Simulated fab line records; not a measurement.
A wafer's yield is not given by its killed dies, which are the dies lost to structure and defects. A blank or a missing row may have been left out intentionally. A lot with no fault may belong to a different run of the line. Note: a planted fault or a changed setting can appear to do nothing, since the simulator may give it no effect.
Chamber matching + flow gf180mcu + GF_V4_CMP_26 on cmp-02: 4 sister chambers
The step polishes, stops on SiO2, t overpolish 15 s, target thk 0 nm. 30 wafers are shown with their chamber, then 12 later ones without.

EACH WAFER AND ITS CHAMBER
| wafer  | chamber | motor_current_A (A) | time_to_endpoint_s (s) | overpolish_run_s (s) |
|--------|---------|---------------------|------------------------|----------------------|
| L079.2 | 3       | 10.6                | 82                     | 14.993               |
| L079.4 | 2       | 10.2                | 82                     | 15.009               |
| L079.5 | 0       | 10.4                | 81                     | 14.994               |
| L080.1 | 1       | 10.8                | 80                     | 14.992               |
| L080.4 | 0       | 10.6                | 78                     | 15.000               |
| L080.5 | 3       | 11.3                | 78                     | 15.009               |
| L082.3 | 0       | 10.6                | 76                     | 15.004               |
| L082.4 | 2       | 9.6                 | 79                     | 15.002               |
| L082.6 | 0       | 11.3                | 77                     | 14.992               |
| L086.2 | 3       | 10.4                | 80                     | 15.002               |
| L086.3 | 1       | 10.9                | 83                     | 15.005               |
| L086.4 | 2       | 9.6                 | 81                     | 15.010               |
| L087.1 | 0       | 10.4                | 79                     | 14.999               |
| L087.4 | 3       | 10.6                | 77                     | 15.011               |
| L087.5 | 2       | 9.8                 | 81                     | 15.003               |
| L088.1 | 2       | 9.4                 | 82                     | 14.979               |
| L088.3 | 1       | 11.6                | 86                     | 15.013               |
| L088.6 | 3       | 11.5                | 83                     | 14.988               |
| L089.4 | 2       | 9.6                 | 88                     | 15.011               |
| L089.5 | 2       | 9.7                 | 90                     | 14.996               |
| L089.6 | 1       | 11.1                | 92                     | 14.990               |
| L091.3 | 1       | 11.3                | 86                     | 15.024               |
| L091.5 | 0       | 10.8                | 81                     | 15.000               |
| L091.6 | 1       | 10.6                | 87                     | 15.007               |
| L093.1 | 3       | 11.2                | 88                     | 15.008               |
| L093.2 | 1       | 11.9                | 88                     | 14.999               |
| L093.4 | 0       | 10.5                | 87                     | 14.996               |
| L092.1 | 2       | 9.8                 | 85                     | 14.999               |
| L092.2 | 3       | 10.9                | 84                     | 14.995               |
| L092.6 | 2       | 9.9                 | 83                     | 15.002               |

SIGNATURES (averages over the wafers above)
| reading            | chamber 0 | chamber 1 | chamber 2 | chamber 3 | scatter within a chamber |
|--------------------|-----------|-----------|-----------|-----------|--------------------------|
| motor_current_A    | 10.657    | 11.171    | 9.733     | 10.929    | 0.358                    |
| time_to_endpoint_s | 79.86     | 86.00     | 83.44     | 81.71     | 3.69                     |
| overpolish_run_s   | 14.99786  | 15.00429  | 15.00122  | 15.00086  | 0.0092                   |
Rule: a wafer's distance from a chamber is the root of the sum, over the readings, of the square of ((its reading less the chamber's mean) divided by the reading's scatter). If the next closest chamber is less than 2 further off than the closest, the wafer can't be placed; otherwise it belongs to the closest. The scatter is the square root of a quotient: the sum, over the shown wafers, of each reading's squared deviation from its chamber's mean, divided by wafers minus chambers.

WAFERS MISSING THEIR CHAMBER
| wafer  | motor_current_A (A) | time_to_endpoint_s (s) | overpolish_run_s (s) |
|--------|---------------------|------------------------|----------------------|
| L095.2 | 11.0                | 87                     | 14.995               |
| L095.4 | 10.6                | 86                     | 15.010               |
| L095.5 | 11.0                | 84                     | 15.005               |
| L094.2 | 10.5                | 81                     | 15.007               |
| L094.5 | 10.7                | 86                     | 15.005               |
| L094.6 | 10.4                | 90                     | 15.001               |
| L096.1 | 10.9                | 82                     | 15.014               |
| L096.2 | 11.0                | 85                     | 15.008               |
| L096.6 | 10.9                | 84                     | 14.999               |
| L097.1 | 11.3                | 86                     | 15.010               |
| L097.2 | 10.1                | 84                     | 15.000               |
| L097.4 | 10.5                | 81                     | 14.998               |

CHAMBER TAKEN BY EACH
| wafer  | from the rows above               | in truth |
|--------|-----------------------------------|----------|
| L095.2 | can't be placed: 1 or 3 or 0      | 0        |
| L095.4 | can't be placed: 1 or 3 or 0 or 2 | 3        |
| L095.5 | can't be placed: 1 or 3 or 0      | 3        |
| L094.2 | can't be placed: 0 or 3 or 2 or 1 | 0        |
| L094.5 | can't be placed: 1 or 3 or 0 or 2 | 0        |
| L094.6 | can't be placed: 1 or 2 or 3 or 0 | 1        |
| L096.1 | can't be placed: 3 or 1 or 0      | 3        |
| L096.2 | can't be placed: 1 or 3 or 0      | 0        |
| L096.6 | can't be placed: 3 or 1 or 0      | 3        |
| L097.1 | can't be placed: 1 or 3           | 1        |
| L097.2 | can't be placed: 2 or 0 or 3      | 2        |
| L097.4 | can't be placed: 0 or 3 or 2 or 1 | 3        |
Placed correctly: 0 of 12. Not placeable from these rows: 12 (in 12, the candidates include the true chamber). Number placed wrongly: 0.
